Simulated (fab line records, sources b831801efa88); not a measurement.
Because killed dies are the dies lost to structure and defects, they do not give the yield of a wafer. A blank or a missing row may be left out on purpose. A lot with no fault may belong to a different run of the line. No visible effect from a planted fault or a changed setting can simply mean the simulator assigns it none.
fab line records | flow sky130 | part 1 of 2: steps 1 to 26 of 38
record: lots: 5 wafers: 15 lastDay: 49
route steps=708 shown LDD_LDN@293 SPACER@304 POLY_CUT@307 SD_P@320
lots that met no fault: taken from a fault-free run of the same line
startH: hours from the record's first day to the start of the lot's first wafer shown | waitH: hours since the lot's step before | " same as the row above | L1.1+2: several wafers, shown together as one row | - no value, or no start given | * or withheld: withheld | < > ~ a bound
route shown NAME@n: names a module that has steps shown in the file, with the first one's number in the route | usual: average and standard deviation across the fault-free wafers | same: alike in all rows | chamber/n: place in a boat | sites: the reading at each site | _std_site: the values' standard deviation | _edge_site: mean of outer sites minus mean of inner sites | radiusMm: how far each site lies from the wafer's centre | mask NAME#n: copy n | behind: the most recent tool/chamber to have shaped the wafer | hold: reason for holding the lot/hours on hold/outcome of the hold | device: whichever transistor did not switch (one of n, p or np) | end of line: tests run on the same wafers once the route is complete | a step without rows: its recipe alone | killed: count of dies lost to structure and defects at first sort (not the wafer's yield) | map: per-die view of a wafer (x killed, . not killed, _ where there is no die)
set.NAME: the setting the step ran with; set.NAME@STEP: the setting that earlier step ran with | model.NAME: the simulator's own value behind a step, which no gauge read
certain route steps with their lots: each step a table, each wafer a row
services: from which hour (startH, from the record's first day; less than 0 if before it) a tool's chamber was out of use, for how many hours, and why
== steps ==
step: SKY_LDD_LDN_EXPOSE_04
recipe: maskId: LDNTM na: 0.6 sourceShape: conventional sigmaOuter: 0.6 polarization: unpolarized targetCdNm: 700 doseMj: 140
columns lot.wafer tool chamber startH waitH mask
L077.2+3+6 ilineStepper-02 0 - - LDNTM#0
L080.1+4+5 ilineStepper-01 0 - - LDNTM#0
L086.1+2+5 ilineStepper-01 0 - - LDNTM#0
L092.1+3+4 ilineStepper-02 0 - - LDNTM#0
L093.3+5+6 ilineStepper-01 0 - - LDNTM#0
step: SKY_LDD_LDN_PEB_05
recipe: tempC: withheld timeS: * resist: NOVOLAK
columns lot.wafer tool chamber startH waitH
L077.2+3+6 lithoTrack-01 0 - -
L080.1+4+5 lithoTrack-01 0 - -
L086.1+2+5 lithoTrack-02 0 - -
L092.1+3+4 lithoTrack-04 0 - -
L093.3+5+6 lithoTrack-04 0 - -
step: SKY_LDD_LDN_DEVELOP_06
recipe: resist: NOVOLAK developer: TMAH developTimeS: 60 devTempC: 23
columns lot.wafer tool chamber startH waitH
L077.2+3+6 lithoTrack-01 0 549.41 0.1
L080.1+4+5 lithoTrack-01 0 587.73 0.1
L086.1+2+5 lithoTrack-02 0 646.66 0.1
L092.1+3+4 lithoTrack-04 0 681.27 0.1
L093.3+5+6 lithoTrack-04 0 686.22 0.1
step: SKY_LDD_LDN_OVL_MEAS_07
usual: LDD_LDN_OVL: -0.2/1.4
columns lot.wafer tool chamber startH waitH LDD_LDN_OVL[nm]
L077.2 overlay-02 - 549.54 0.1 -2.3
L077.3 " - " " 0.6
L077.6 " - " " -1.6
L080.1 overlay-02 - 587.88 0.1 1.7
L080.4 " - " " 1.0
L080.5 " - " " 2.2
L086.1 overlay-01 - 646.81 0.1 -2.8
L086.2 " - " " -1.6
L086.5 " - " " -1.4
L092.1 overlay-01 - 681.42 0.1 -1.5
L092.3 " - " " -2.1
L092.4 " - " " -2.3
L093.3 overlay-02 - 686.33 0.1 0.1
L093.5 " - " " -0.8
L093.6 " - " " 1.2
step: SKY_LDD_LDN_IMPLANT_08
recipe: species: As energyKev: 15 doseCm2: 1.25e+13 tiltDeg: withheld rotationDeg: 23
usual: beamOnS: 10.01/0.18 doseIonsCm2: 1.2504e+13/1.4e+10
columns lot.wafer tool chamber startH waitH beamOnS doseIonsCm2
L077.2 implanter-02 0 549.59 0.0 10.17 1.2501e+13
L077.3 " 0 " " 10.00 1.252e+13
L077.6 " 0 " " 9.93 1.2529e+13
L080.1 implanter-01 0 587.92 0.0 10.19 1.2502e+13
L080.4 " 0 " " 9.89 1.2524e+13
L080.5 " 0 " " 9.71 1.2505e+13
L086.1 implanter-01 0 646.85 0.0 9.93 1.2525e+13
L086.2 " 0 " " 9.94 1.2502e+13
L086.5 " 0 " " 9.89 1.249e+13
L092.1 implanter-02 0 681.46 0.0 10.14 1.2484e+13
L092.3 " 0 " " 10.06 1.2494e+13
L092.4 " 0 " " 9.84 1.2485e+13
L093.3 implanter-02 0 686.41 0.1 9.96 1.2494e+13
L093.5 " 0 " " 10.35 1.2529e+13
L093.6 " 0 " " 10.05 1.2516e+13
step: SKY_LDD_LDN_IMPLANT_09
recipe: species: As energyKev: 15 doseCm2: 1.25e+13 tiltDeg: withheld rotationDeg: 113
usual: beamOnS: 9.99/0.22 doseIonsCm2: 1.2503e+13/1.4e+10
columns lot.wafer tool chamber startH waitH beamOnS doseIonsCm2
L077.2 implanter-02 0 549.74 0.1 9.79 1.2486e+13
L077.3 " 0 " " 10.23 1.2497e+13
L077.6 " 0 " " 9.83 1.2516e+13
L080.1 implanter-01 0 588.07 0.1 9.87 1.2498e+13
L080.4 " 0 " " 10.05 1.2503e+13
L080.5 " 0 " " 9.87 1.25e+13
L086.1 implanter-01 0 647.00 0.1 9.65 1.253e+13
L086.2 " 0 " " 9.85 1.2506e+13
L086.5 " 0 " " 10.01 1.2496e+13
L092.1 implanter-02 0 681.61 0.1 9.92 1.2508e+13
L092.3 " 0 " " 9.64 1.2475e+13
L092.4 " 0 " " 10.27 1.2494e+13
L093.3 implanter-02 0 686.56 0.1 9.66 1.2529e+13
L093.5 " 0 " " 9.63 1.2512e+13
L093.6 " 0 " " 9.88 1.2517e+13
step: SKY_LDD_LDN_IMPLANT_10
recipe: species: As energyKev: 15 doseCm2: 1.25e+13 tiltDeg: withheld rotationDeg: 203
usual: beamOnS: 10.01/0.19 doseIonsCm2: 1.2502e+13/1.5e+10
columns lot.wafer tool chamber startH waitH beamOnS doseIonsCm2
L077.2 implanter-02 0 549.89 0.1 9.79 1.2504e+13
L077.3 " 0 " " 9.93 1.25e+13
L077.6 " 0 " " 9.85 1.2515e+13
L080.1 implanter-01 0 588.22 0.1 9.81 1.2494e+13
L080.4 " 0 " " 9.75 1.2496e+13
L080.5 " 0 " " 9.91 1.2465e+13
L086.1 implanter-01 0 647.15 0.1 9.83 1.2472e+13
L086.2 " 0 " " 9.76 1.2483e+13
L086.5 " 0 " " 10.07 1.2512e+13
L092.1 implanter-02 0 681.76 0.1 9.80 1.2515e+13
L092.3 " 0 " " 10.02 1.2502e+13
L092.4 " 0 " " 9.92 1.2519e+13
L093.3 implanter-02 0 686.71 0.1 10.04 1.2511e+13
L093.5 " 0 " " 9.72 1.2521e+13
L093.6 " 0 " " 10.01 1.2498e+13
step: SKY_LDD_LDN_IMPLANT_11
recipe: species: As energyKev: 15 doseCm2: 1.25e+13 tiltDeg: withheld rotationDeg: 293
usual: beamOnS: 10.00/0.18 doseIonsCm2: 1.2499e+13/1.3e+10
columns lot.wafer tool chamber startH waitH beamOnS doseIonsCm2
L077.2 implanter-02 0 550.04 0.1 10.25 1.2504e+13
L077.3 " 0 " " 9.79 1.2495e+13
L077.6 " 0 " " 10.26 1.2515e+13
L080.1 implanter-01 0 588.37 0.1 9.83 1.2501e+13
L080.4 " 0 " " 10.21 1.2487e+13
L080.5 " 0 " " 9.71 1.2494e+13
L086.1 implanter-01 0 647.30 0.1 10.13 1.2506e+13
L086.2 " 0 " " 10.03 1.2481e+13
L086.5 " 0 " " 10.20 1.2514e+13
L092.1 implanter-02 0 681.91 0.1 9.89 1.2503e+13
L092.3 " 0 " " 10.04 1.2503e+13
L092.4 " 0 " " 10.01 1.2493e+13
L093.3 implanter-02 0 686.86 0.1 9.97 1.2493e+13
L093.5 " 0 " " 9.67 1.2476e+13
L093.6 " 0 " " 10.13 1.2482e+13
step: SKY_LDD_LDN_STRIP_12
recipe: chemistry: O2/N2 powerW: 1400 pressureMtorr: 1500 platenTempC: withheld o2FlowSccm: 3000 n2FlowSccm: 300 overashFraction: 0.5
usual: drypumpMotorCurrentA: 5.54/0.25 n2FlowSccm: 300.2/0.81 oesProductAu: 0.715/0.0048 stripTimeToEndpointS: 14.17/0.032
columns lot.wafer tool chamber startH waitH drypumpMotorCurrentA n2FlowSccm oesProductAu rfHoursCounterH stripTimeToEndpointS
L077.2 plasmaAsher-03 0 550.17 0.1 5.14 299.1 0.712 83 14.20
L077.3 " 0 " " 5.13 300.6 0.712 - 14.19
L077.6 " 1 " " 5.69 300.5 0.715 - 14.20
L080.1 plasmaAsher-01 1 588.52 0.1 5.83 300.7 0.713 15 14.23
L080.4 " 0 " " 5.60 300.1 0.718 - 14.19
L080.5 " 0 " " 5.60 300.0 0.708 - 14.24
L086.1 plasmaAsher-01 1 647.45 0.1 5.84 300.4 0.714 22 14.18
L086.2 " 0 " " 5.60 300.2 0.716 22 14.15
L086.5 " 1 " " 5.83 300.7 0.718 - 14.15
L092.1 plasmaAsher-03 1 682.06 0.1 5.68 299.3 0.718 97 14.20
L092.3 " 1 " " 5.69 299.5 0.714 - 14.14
L092.4 " 0 " " 5.13 300.3 0.715 - 14.18
L093.3 plasmaAsher-03 1 686.99 0.1 5.67 300.9 0.718 - 14.21
L093.5 " 1 " " 5.65 300.2 0.719 - 14.18
L093.6 " 0 " " 5.16 299.9 0.711 - 14.19
step: SKY_LDD_LDN_TW_MEAS_13
usual: LDD_LDN_TW: 1484/11
columns lot.wafer tool chamber startH waitH LDD_LDN_TW
L077.2 filmMetro-02 - 550.28 0.1 1476
L077.3 " - " " 1473
L077.6 " - " " 1478
L080.1 filmMetro-03 - 588.62 0.1 1487
L080.4 " - " " 1477
L080.5 " - " " 1488
L086.1 filmMetro-03 - 647.55 0.1 1488
L086.2 " - " " 1479
L086.5 " - " " 1489
L092.1 filmMetro-02 - 682.16 0.1 1473
L092.3 " - " " 1483
L092.4 " - " " 1474
L093.3 filmMetro-03 - 687.08 0.1 1471
L093.5 " - " " 1478
L093.6 " - " " 1482
step: SKY_LDD_LDN_CLEAN_14
recipe: chemistry: SC1/SC2 mix: 1:4:20 tempC: 70 timeS: 150 dry: n2Spin
columns lot.wafer tool chamber startH waitH
L077.2+3+6 wetBench-01 3 550.33 0.0
L080.1+4+5 wetBench-01 3 588.68 0.1
L086.1+2+5 wetBench-02 1 647.61 0.1
L092.1+3+4 wetBench-03 2 682.22 0.1
L093.3+5+6 wetBench-03 2 687.12 0.0
step: SKY_SPACER_CVD_00
recipe: material: Si3N4 precursor: DCS/NH3 targetThkNm: 43.1 tempC: 770 timeS: 740 pressureMtorr: 250
usual: susceptorTempC: 770.0/0.35
columns lot.wafer tool chamber startH waitH susceptorTempC
L077.2 lpcvd-02 0 551.84 1.5 770.0
L077.3 " 0 " " 770.0
L077.6 " 0 " " 770.2
L080.1 lpcvd-02 0 590.78 2.1 770.1
L080.4 " 0 " " 769.8
L080.5 " 0 " " 769.7
L086.1 lpcvd-02 0 648.92 1.3 770.0
L086.2 " 0 " " 769.7
L086.5 " 0 " " 770.7
L092.1 lpcvd-02 1 682.27 0.0 770.1
L092.3 " 1 " " 769.6
L092.4 " 1 " " 769.7
L093.3 lpcvd-02 0 687.17 0.0 769.5
L093.5 " 0 " " 769.8
L093.6 " 0 " " 769.5
step: SKY_SPACER_THK_MEAS_01
recipe: reads: Si3N4_of_SPACER_CVD_00
usual: SPACER_CVD_00_THK: 43.0/0.37
columns lot.wafer tool chamber startH waitH SPACER_CVD_00_THK[nm]
L077.2 filmMetro-04 - 553.66 0.0 43.4
L077.3 " - " " 43.5
L077.6 " - " " 43.0
L080.1 filmMetro-01 - 591.99 0.0 43.1
L080.4 " - " " 43.1
L080.5 " - " " 43.7
L086.1 filmMetro-03 - 650.13 0.0 42.7
L086.2 " - " " 42.9
L086.5 " - " " 42.9
L092.1 filmMetro-01 - 683.48 0.0 42.8
L092.3 " - " " 43.1
L092.4 " - " " 42.8
L093.3 filmMetro-01 - 688.39 0.0 42.7
L093.5 " - " " 42.8
L093.6 " - " " 42.4
step: SKY_SPACER_ETCHBACK_02
recipe: chemistry: CH3F/O2 target: Si3N4 stopOn: SiO2 sourceW: 400 biasW: 80 pressureMtorr: 25 ch3fFlowSccm: 40 O2_flow_sccm: 30 timeS: 46.7 targetDepthA: 450
usual: O2_flow_sccm: 30.00/0.09 drypumpMotorCurrentA: 5.7/0.42 oesProductAu: 0.855/0.0061 rfFwdPowerW: 396.0/1.5 throttleValvePct: 10.563/0.0091
columns lot.wafer tool chamber startH waitH O2_flow_sccm drypumpMotorCurrentA oesProductAu rfFwdPowerW rfHoursCounterH throttleValvePct
L077.2 rieDiel-02 1 553.71 0.0 30.04 6.4 0.854 397.2 31 10.567
L077.3 " 0 " " 29.81 5.1 0.863 396.6 12 10.549
L077.6 " 1 " " 30.02 6.4 0.853 396.0 - 10.555
L080.1 rieDiel-02 3 592.05 0.1 29.99 5.9 0.852 396.8 1 10.551
L080.4 " 2 " " 29.82 5.5 0.851 396.2 3 10.549
L080.5 " 0 " " 29.90 5.1 0.853 396.3 - 10.558
L086.1 rieDiel-02 2 650.19 0.1 29.84 5.5 0.854 397.6 4 10.569
L086.2 " 0 " " 30.12 5.1 0.855 395.8 14 10.564
L086.5 " 1 " " 29.94 6.4 0.854 396.0 - 10.555
L092.1 rieDiel-04 1 683.54 0.1 30.06 5.6 0.854 398.4 6 10.536
L092.3 " 3 " " 29.89 6.4 0.856 395.9 53 10.564
L092.4 " 0 " " 29.83 5.4 0.859 394.9 14 10.564
L093.3 rieDiel-02 2 688.43 0.0 30.04 5.5 0.851 398.0 5 10.555
L093.5 " 1 " " 29.97 6.4 0.839 398.4 - 10.569
L093.6 " 2 " " 29.98 5.5 0.850 396.9 - 10.568
step: SKY_POLY_CUT_DEHYDRATE_00
recipe: tempC: 200 timeS: 60
columns lot.wafer tool chamber startH waitH
L077.2+3+6 lithoTrack-02 0 567.78 14.1
L080.1+4+5 lithoTrack-02 0 605.56 13.5
L086.1+2+5 lithoTrack-02 0 663.01 12.8
L092.1+3+4 lithoTrack-02 0 697.46 13.9
L093.3+5+6 lithoTrack-03 0 703.45 15.0
step: SKY_POLY_CUT_HMDS_01
recipe: primeTimeS: 60 primeTempC: 120
columns lot.wafer tool chamber startH waitH
L077.2+3+6 lithoTrack-02 0 567.93 0.1
L080.1+4+5 lithoTrack-02 0 605.71 0.1
L086.1+2+5 lithoTrack-02 0 663.16 0.1
L092.1+3+4 lithoTrack-02 0 697.61 0.1
L093.3+5+6 lithoTrack-03 0 703.60 0.1
step: SKY_POLY_CUT_COAT_02
recipe: resist: BARC tempC: withheld timeS: withheld spinRpm: 3000 resistThkNm: 60
columns lot.wafer tool chamber startH waitH
L077.2+3+6 lithoTrack-02 0 568.08 0.1
L080.1+4+5 lithoTrack-02 0 605.86 0.1
L086.1+2+5 lithoTrack-02 0 663.31 0.1
L092.1+3+4 lithoTrack-02 0 697.76 0.1
L093.3+5+6 lithoTrack-03 0 703.75 0.1
step: SKY_POLY_CUT_COAT_03
recipe: resist: KrF-thick spinRpm: 3000 resistThkNm: 450
columns lot.wafer tool chamber startH waitH
L077.2+3+6 lithoTrack-02 0 - -
L080.1+4+5 lithoTrack-02 0 - -
L086.1+2+5 lithoTrack-02 0 - -
L092.1+3+4 lithoTrack-02 0 - -
L093.3+5+6 lithoTrack-03 0 - -
step: SKY_POLY_CUT_SOFTBAKE_04
recipe: tempC: 100 timeS: 90 resist: KrF-thick
columns lot.wafer tool chamber startH waitH
L077.2+3+6 lithoTrack-02 0 - -
L080.1+4+5 lithoTrack-02 0 - -
L086.1+2+5 lithoTrack-02 0 - -
L092.1+3+4 lithoTrack-02 0 - -
L093.3+5+6 lithoTrack-03 0 - -
step: SKY_POLY_CUT_EXPOSE_05
recipe: maskId: NPCM na: 0.8 sourceShape: annular sigmaInner: 0.55 sigmaOuter: 0.85 targetCdNm: 270 doseMj: 32
columns lot.wafer tool chamber startH waitH mask
L077.2+3+6 krfScanner-02 0 - - NPCM#0
L080.1+4+5 krfScanner-01 0 - - NPCM#0
L086.1+2+5 krfScanner-01 0 - - NPCM#0
L092.1+3+4 krfScanner-01 0 - - NPCM#0
L093.3+5+6 krfScanner-01 0 - - NPCM#0
step: SKY_POLY_CUT_PEB_06
recipe: pebTempC: withheld pebTimeS: withheld resist: KrF-thick
columns lot.wafer tool chamber startH waitH
L077.2+3+6 lithoTrack-03 0 - -
L080.1+4+5 lithoTrack-03 0 - -
L086.1+2+5 lithoTrack-02 0 - -
L092.1+3+4 lithoTrack-02 0 - -
L093.3+5+6 lithoTrack-02 0 - -
step: SKY_POLY_CUT_DEVELOP_07
recipe: developTimeS: 60 resist: KrF-thick devTempC: 21
columns lot.wafer tool chamber startH waitH
L077.2+3+6 lithoTrack-03 0 - -
L080.1+4+5 lithoTrack-03 0 - -
L086.1+2+5 lithoTrack-02 0 - -
L092.1+3+4 lithoTrack-02 0 - -
L093.3+5+6 lithoTrack-02 0 - -
step: SKY_POLY_CUT_CD_MEAS_08
recipe: targetCdNm: 270
usual: cdNm: 269.9/1.3
columns lot.wafer tool chamber startH waitH cdNm
L077.2 cdSem-01 - 583.92 - 269.3
L077.3 " - " " 269.9
L077.6 " - " " 269.4
L080.1 cdSem-01 - 621.15 - 270.7
L080.4 " - " " 269.9
L080.5 " - " " 268.4
L086.1 cdSem-01 - 678.06 - 272.3
L086.2 " - " " 269.8
L086.5 " - " " 271.1
L092.1 cdSem-02 - 710.81 - 269.8
L092.3 " - " " 269.3
L092.4 " - " " 270.2
L093.3 cdSem-01 - 716.25 - 270.5
L093.5 " - " " 272.0
L093.6 " - " " 270.9
step: SKY_POLY_CUT_OVL_MEAS_09
usual: POLY_CUT_OVL: 3/4.9
columns lot.wafer tool chamber startH waitH POLY_CUT_OVL[nm]
L077.2 overlay-01 - 584.02 0.1 7
L077.3 " - " " -1
L077.6 " - " " 1
L080.1 overlay-01 - 621.27 0.1 2
L080.4 " - " " -3
L080.5 " - " " 0
L086.1 overlay-02 - 678.18 0.1 -7
L086.2 " - " " -1
L086.5 " - " " 0
L092.1 overlay-02 - 710.93 0.1 -6
L092.3 " - " " -4
L092.4 " - " " 3
L093.3 overlay-01 - 716.34 0.1 10
L093.5 " - " " 11
L093.6 " - " " 1
step: SKY_POLY_CUT_ETCH_10
recipe: chemistry: N2/H2 target: BARC ionEnergyEv: 200 sourceW: 492.5 biasW: 100 pressureMtorr: 30 n2FlowSccm: 100 h2FlowSccm: 200 stopOn: SiO2 timeS: 45.9 targetDepthA: 600
usual: drypumpMotorCurrentA: 5.6/0.42 n2FlowSccm: 100.0/0.32 oesProductAu: 0.855/0.005 rfFwdPowerW: 487.8/2 throttleValvePct: 13.225/0.008
columns lot.wafer tool chamber startH waitH drypumpMotorCurrentA n2FlowSccm oesProductAu rfFwdPowerW rfHoursCounterH throttleValvePct
L077.2 rieDiel-04 1 584.05 0.0 5.6 99.8 0.859 486.0 5 13.235
L077.3 " 3 " " 6.4 100.5 0.851 486.2 51 13.220
L077.6 " 3 " " 6.4 100.0 0.852 488.3 - 13.218
L080.1 rieDiel-04 2 621.30 0.0 6.0 100.0 0.861 486.8 9 13.233
L080.4 " 1 " " 5.6 99.2 0.859 489.2 5 13.221
L080.5 " 2 " " 6.0 99.9 0.849 487.2 - 13.226
L086.1 rieDiel-03 0 678.22 0.0 6.0 100.1 0.859 485.6 39 13.217
L086.2 " 2 " " 5.1 100.3 0.848 488.7 3 13.223
L086.5 " 3 " " 6.0 100.4 0.867 487.7 - 13.218
L092.1 rieDiel-03 3 710.97 0.0 6.0 99.9 0.861 482.7 11 13.221
L092.3 " 2 " " 5.1 100.8 0.855 487.6 4 13.235
L092.4 " 0 " " 5.9 100.1 0.849 486.3 40 13.220
L093.3 rieDiel-01 0 716.37 0.0 4.8 100.3 0.858 489.3 18 13.225
L093.5 " 1 " " 5.3 100.0 0.855 488.7 - 13.214
L093.6 " 2 " " 6.1 100.1 0.856 486.9 - 13.240
step: SKY_POLY_CUT_ETCH_11
recipe: target: Si3N4 chemistry: CF4/CH2F2/Ar stopOn: poly-Si sourceW: 600 biasW: 150 pressureMtorr: 40 cf4FlowSccm: 40 ch2f2FlowSccm: 20 Ar_flow_sccm: 150 timeS: 42.5 targetDepthA: 600
usual: drypumpMotorCurrentA: 5.6/0.42 mfcArSccm: 150.0/0.44 oesProductAu: 0.829/0.0062 rfFwdPowerW: 594.4/2.3 throttleValvePct: 14.993/0.0083
columns lot.wafer tool chamber startH waitH drypumpMotorCurrentA mfcArSccm oesProductAu rfFwdPowerW rfHoursCounterH throttleValvePct
L077.2 rieDiel-04 1 584.10 0.0 5.6 150.2 0.837 595.4 5 14.993
L077.3 " 3 " " 6.4 150.5 0.827 595.2 51 15.002
L077.6 " 3 " " 6.4 149.6 0.839 594.8 - 14.986
L080.1 rieDiel-04 2 621.35 0.0 6.0 149.9 0.823 595.6 9 14.980
L080.4 " 1 " " 5.6 150.7 0.839 595.4 5 14.987
L080.5 " 2 " " 6.0 149.9 0.839 594.8 - 14.991
L086.1 rieDiel-03 0 678.26 0.0 5.9 149.4 0.827 595.9 39 14.998
L086.2 " 2 " " 5.1 150.1 0.839 594.8 3 14.999
L086.5 " 3 " " 6.0 149.2 0.825 590.1 - 14.979
L092.1 rieDiel-03 3 711.01 0.0 6.0 149.4 0.830 595.0 11 15.003
L092.3 " 2 " " 5.1 150.0 0.829 593.0 4 15.004
L092.4 " 0 " " 5.9 149.5 0.827 594.8 40 14.983
L093.3 rieDiel-01 0 716.41 0.0 4.8 150.4 0.824 595.3 18 15.004
L093.5 " 1 " " 5.3 150.1 0.829 596.9 - 14.979
L093.6 " 2 " " 6.1 149.9 0.822 597.3 - 14.991
